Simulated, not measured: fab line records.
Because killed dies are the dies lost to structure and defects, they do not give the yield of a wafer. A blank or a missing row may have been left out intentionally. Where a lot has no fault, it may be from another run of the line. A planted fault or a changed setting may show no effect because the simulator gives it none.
Comparing a struck lot with a sound one + flow sky130 + 15 steps out of a route of 708
Sound: the wafers L367.4, L367.5, L367.6. Wafers L372.1, L372.3, L372.6 were the ones struck. At the end, the cause is stated.
Per side, at each step with rows, come the tool, then ch with its chambers, and then its first start. Under that, the readings that differ: sound wafers + struck wafers + difference of the means + sigmas: that difference in standard deviations of wafers without a fault.
alike: a reading whose means differ by less than 2 such deviations, as well as words and numbers matching on both sides. not compared: withheld readings; readings where some wafer has no value; bounds like >300 that might hide an equal value; numbers whose values overlap and for which the record gives no deviation.
A row with sigmas, a row that says differs or no value, or rows on one side alone: a step with any of these is where the two part. Numbers that don't overlap but have no deviation are shown without sigmas and don't part them. A reading missing from all wafers of one side parts the sides only when that side holds two or more wafers.

first, 9 steps without rows for these wafers: SKY_CAPM_CLEAN_17 (cleans in O3/DIW); SKY_METAL3_DEHYDRATE_05 (time 60 s); SKY_METAL3_HMDS_06 (prime time 60 s); SKY_METAL3_COAT_07 (resist thk 60 nm); SKY_METAL3_COAT_08 (resist thk 1140 nm); SKY_METAL3_SOFTBAKE_09 (time 90 s); SKY_METAL3_EXPOSE_10 (exposes mask MM3, target cd 300 nm); SKY_METAL3_PEB_11; SKY_METAL3_DEVELOP_12 (develop time 60 s).
SKY_METAL3_CD_MEAS_13: target cd 300 nm.
  sound: cd-sem-02 at day 40 16:45; struck: cd-sem-02 at day 41 10:53
  alike: cd-nm
SKY_METAL3_OVL_MEAS_14:
  sound: overlay-02 at day 40 16:50; struck: overlay-02 at day 41 11:01
  alike: METAL3_OVL
SKY_METAL3_DESCUM_15: chemistry O2, time 8 s.
  sound on rie-metal-01 ch 0,1, day 40 16:52; struck on rie-metal-04 ch 0,1, day 41 11:03
  alike: drypump-motor-current-A, he-backside-leak-sccm, oes-product-au
  not compared: rf-hours-counter-h
SKY_METAL3_ETCH_16: etches BARC in N2/H2, stops on SiO2, time 88.2 s, target depth 60 nm.
  sound on rie-metal-01 ch 0,1, day 40 16:55; struck on rie-metal-04 ch 0,1, day 41 11:05
| reading                                       | sound          | struck         | difference | sigmas |
|-----------------------------------------------|----------------|----------------|------------|--------|
| model.KrF-thick_of_METAL3_COAT_08.thk-nm (nm) | 1069 1071 1071 | 1079 1081 1079 | +9         |        |
  alike: drypump-motor-current-A, he-backside-leak-sccm, oes-product-au, throttle-valve-pct
  not compared: rf-hours-counter-h
SKY_METAL3_ETCH_17: etches SiO2 in C4F8/O2/Ar, stops on TiN, time 3.9 s, target depth 15 nm.
  sound on rie-diel-04 ch 2,3, day 40 16:59; struck on rie-diel-02 ch 0,1, day 41 11:11
  alike: oes-product-au
  not compared: rf-hours-counter-h
-- the record jumps here: 7 days lie between the struck wafers' starts before and after (it left off in module METAL3 and takes up again in module PAD_OPEN, whose first step shown is number 708 of the route) --
SKY_PAD_OPEN_PROBE_99:
  sound: prober-01 at day 47 12:46; struck: prober-01 at day 48 04:28
| reading                          | sound             | struck            | difference | sigmas |
|----------------------------------|-------------------|-------------------|------------|--------|
| killed_at_M4_up                  | 1 2 2             | 6 5 6             | +4         | +2     |
| model.etest.licon-high-po.rc-ohm | 338.3 342.8 325.3 | 362.3 355.3 364.8 | +25.3      |        |
  alike: killed_at_M0_to_M3, killed-at-contacts, killed-at-front-end, killed-at-other, killed-dies, killed-open, killed-short
  not compared: model.etest.licon-pdiff.rc-ohm, model.etest.nfet-g5v0d10v5.r-on-ohm-um, model.etest.nfet_01v8.r-on-ohm-um, model.etest.licon-ndiff.rc-ohm, model.etest.sonos-uncharged.r-on-ohm-um, model.etest.cap-li-to-poly.c-af-um2, model.etest.licon-poly.rc-ohm

WHERE THEY PART
Only at SKY_PAD_OPEN_PROBE_99, as far as this record shows.

WHY: what the simulator had put in
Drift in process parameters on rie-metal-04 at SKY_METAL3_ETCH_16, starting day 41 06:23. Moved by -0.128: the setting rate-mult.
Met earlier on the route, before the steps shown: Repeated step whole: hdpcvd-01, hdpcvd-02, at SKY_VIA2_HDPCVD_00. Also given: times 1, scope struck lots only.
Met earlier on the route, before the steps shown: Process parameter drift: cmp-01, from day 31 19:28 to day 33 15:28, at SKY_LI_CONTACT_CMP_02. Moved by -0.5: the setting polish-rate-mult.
